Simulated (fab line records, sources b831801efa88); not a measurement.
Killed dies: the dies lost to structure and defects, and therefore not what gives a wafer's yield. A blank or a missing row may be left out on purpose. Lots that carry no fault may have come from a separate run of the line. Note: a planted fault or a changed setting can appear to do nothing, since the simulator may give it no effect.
Which of the tools did it?    flow gf180mcu    12 lots with 34 wafers sampled at 4 steps, on a route of 602 steps

== WHAT THE GAUGES READ, wafer by wafer ==
GF_VT_IMPLANT_RS_MEAS_48: a four-point-probe measurement. Usual: for LVPWELL_RS the level is 1197 ohm/sq and the standard deviation is 3.4.
lot   measured      on             LVPWELL_RS (ohm/sq)  flag
L122  day 7 21:58   film metro-04  1206 1201 1199       
L123  day 8 03:01   film metro-02  1196 1196 1198       
L125  day 8 16:37   film metro-04  1201 1203 1197       
L127  day 9 06:26   film metro-02  1195 1196 1195       
L128  day 9 13:10   film metro-02  1200 1198 1201       
L129  day 9 20:47   film metro-02  1201 1201 1202       
L131  day 10 09:17  film metro-01  1189 1189 1195       
L137  day 12 01:53  film metro-02  1196 1231            OFF
L138  day 12 07:52  film metro-04  1234 1199            OFF
L143  day 13 19:17  film metro-04  1200 1197 1197       
L144  day 14 00:32  film metro-04  1197 1198 1198       
L145  day 14 08:41  film metro-04  1202 1203 1203       

== TOOL THAT RAN EACH LOT (tool first, then ch and the chambers of the sampled wafers, then the start) ==
lot   GF_STI_ETCH_14                   GF_LVPWELL_IMPLANT_09           GF_MVSD_STRIP_10
L122  rie si-01 ch 1,2,3, day 2 04:17  implanter-04 ch 0, day 4 00:18  plasma asher-03 ch 0,1, day 4 14:58
L123  rie si-01 ch 0,3, day 2 06:50    implanter-04 ch 0, day 4 04:40  plasma asher-01 ch 0,1, day 4 19:17
L125  rie si-02 ch 1,2, day 2 17:41    implanter-02 ch 0, day 4 15:16  plasma asher-03 ch 0,1, day 5 07:08
L127  rie si-01 ch 0,1, day 3 04:32    implanter-02 ch 0, day 5 03:59  plasma asher-01 ch 0, day 5 19:34
L128  rie si-01 ch 0,1,2, day 3 08:47  implanter-02 ch 0, day 5 08:55  plasma asher-01 ch 0,1, day 6 00:22
L129  rie si-01 ch 0,1,2, day 3 14:16  implanter-02 ch 0, day 5 13:37  plasma asher-03 ch 0,1, day 6 05:49
L131  rie si-02 ch 1,2, day 4 00:08    implanter-02 ch 0, day 6 02:00  plasma asher-02 ch 0,1, day 6 18:07
L137  rie si-01 ch 0,2, day 5 07:42    implanter-02 ch 0, day 7 11:51  plasma asher-01 ch 0,1, day 8 05:19
L138  rie si-01 ch 0,3, day 5 12:23    implanter-02 ch 0, day 7 17:52  plasma asher-01 ch 1, day 8 11:02
L143  rie si-01 ch 0,1,2, day 6 15:02  implanter-04 ch 0, day 8 22:50  plasma asher-03 ch 0, day 9 16:52
L144  rie si-01 ch 0,1, day 6 20:40    implanter-03 ch 0, day 9 04:20  plasma asher-02 ch 0,1, day 9 22:01
L145  rie si-02 ch 0,1, day 7 00:28    implanter-03 ch 0, day 9 08:41  plasma asher-03 ch 0,1, day 10 03:40
- GF_STI_ETCH_14: etches Si in HBr/Cl2/O2, target depth 360 nm, time 102.9 s.
- GF_LVPWELL_IMPLANT_09
- GF_MVSD_STRIP_10: strips in O2/N2.

== AS READ BY THE TOOLS THEMSELVES (means over the sampled wafers that have a number; for cases with no such wafer, the mark the record gives instead) ==
GF_STI_ETCH_14. Usual: bias w 150.1 W, standard deviation 0.45; chamber pressure mTorr 15.000 mTorr, standard deviation 0.014; drypump motor current A 5.5 A, standard deviation 0.4; he backside leak sccm 2.65 sccm, standard deviation 0.24; oes product au 1.001 a.u., standard deviation 0.007; rf fwd power W 596.6 W, standard deviation 1.8; throttle valve pct 25.654 %, standard deviation 0.009.
lot   tool       bias w (W)  chamber pressure mTorr (mTorr)  drypump motor current A (A)  he backside leak sccm (sccm)  oes product au (a.u.)  rf fwd power W (W)  throttle valve pct (%)  flag
L122  rie si-01  149.8       15.002                          5.6                          2.54                          0.999                  596.6               25.666                  
L123  rie si-01  149.8       14.996                          5.5                          2.82                          1.004                  595.3               25.649                  
L125  rie si-02  150.0       14.990                          5.9                          2.31                          1.000                  595.2               25.654                  
L127  rie si-01  150.0       15.003                          5.1                          2.66                          0.994                  597.5               25.658                  
L128  rie si-01  150.4       14.995                          5.4                          2.68                          0.993                  597.2               25.652                  
L129  rie si-01  150.3       14.994                          5.4                          2.63                          1.001                  596.2               25.649                  
L131  rie si-02  150.5       15.002                          5.9                          2.50                          1.007                  594.9               25.649                  
L137  rie si-01  150.2       15.011                          5.5                          2.80                          0.994                  597.9               25.659                  
L138  rie si-01  150.4       15.008                          5.4                          2.76                          0.996                  595.6               25.658                  
L143  rie si-01  150.2       14.998                          5.4                          2.70                          1.005                  597.8               25.660                  
L144  rie si-01  150.1       15.008                          5.1                          2.59                          1.008                  597.4               25.648                  
L145  rie si-02  149.9       15.013                          5.4                          2.55                          1.004                  597.3               25.653                  

GF_LVPWELL_IMPLANT_09. Usual: tilt deg 0.005 degrees, standard deviation 0.017.
lot   tool          tilt deg (degrees)  flag
L122  implanter-04  0.008               
L123  implanter-04  0.012               
L125  implanter-02  0.011               
L127  implanter-02  0.014               
L128  implanter-02  -0.003              
L129  implanter-02  0.001               
L131  implanter-02  -0.030              
L137  implanter-02  -0.005              
L138  implanter-02  -0.001              
L143  implanter-04  0.026               
L144  implanter-03  0.016               
L145  implanter-03  -0.008              

GF_MVSD_STRIP_10. Usual: chamber pressure mTorr 1500.2 mTorr, standard deviation 1.4; drypump motor current A 5.58 A, standard deviation 0.26; heater power w 329 W, standard deviation 36; oes product au 0.723 a.u., standard deviation 0.0045; strip time to endpoint s 36.96 s, standard deviation 0.1.
lot   tool             chamber pressure mTorr (mTorr)  drypump motor current A (A)  heater power w (W)  oes product au (a.u.)  strip time to endpoint s (s)  flag
L122  plasma asher-03  1500.7                          5.57                         296                 0.723                  36.91                         
L123  plasma asher-01  1499.4                          5.47                         362                 0.723                  36.96                         
L125  plasma asher-03  1500.8                          5.65                         316                 0.723                  36.88                         
L127  plasma asher-01  1499.7                          5.58                         377                 0.722                  36.75                         
L128  plasma asher-01  1498.7                          5.37                         346                 0.719                  36.98                         
L129  plasma asher-03  1500.1                          5.59                         296                 0.724                  36.80                         
L131  plasma asher-02  1500.2                          5.89                         360                 0.723                  37.01                         
L137  plasma asher-01  1500.4                          5.42                         355                 0.722                  36.82                         
L138  plasma asher-01  1499.5                          5.25                         324                 0.723                  36.95                         
L143  plasma asher-03  1500.4                          5.72                         328                 0.720                  36.98                         
L144  plasma asher-02  1499.1                          5.88                         354                 0.718                  36.96                         
L145  plasma asher-03  1499.9                          5.66                         315                 0.724                  37.00                         

== THE ANSWER, worked out from the rows above alone ==
Rule: lot off if the mean of its wafers having a number is beyond 3 standard deviations from the usual mean. A lot without any number at a reading at which 4 lots or more have one is off too. All remaining lots with rows at the step are treated as sound. After the gauges, taken in route order, come the tools' own readings; for these a lot's mean is taken, as printed above. The first step at which some lot is off is used, and at that step the reading that is off furthest; a lot without a number counts as furthest.
Off: L137, L138, seen at GF_VT_IMPLANT_RS_MEAS_48 (LVPWELL_RS).
A tool fits if, at a process step before that reading, it ran every lot that is off, and no sound lot after the first of them. Gauges at GF_VT_IMPLANT_RS_MEAS_48: tried the same way as those tools. 2 tools fit, implanter-02 at GF_LVPWELL_IMPLANT_09 and plasma asher-01 at GF_MVSD_STRIP_10, so this cannot tell which one it is.

== WHAT THE SIMULATOR PUT IN ==
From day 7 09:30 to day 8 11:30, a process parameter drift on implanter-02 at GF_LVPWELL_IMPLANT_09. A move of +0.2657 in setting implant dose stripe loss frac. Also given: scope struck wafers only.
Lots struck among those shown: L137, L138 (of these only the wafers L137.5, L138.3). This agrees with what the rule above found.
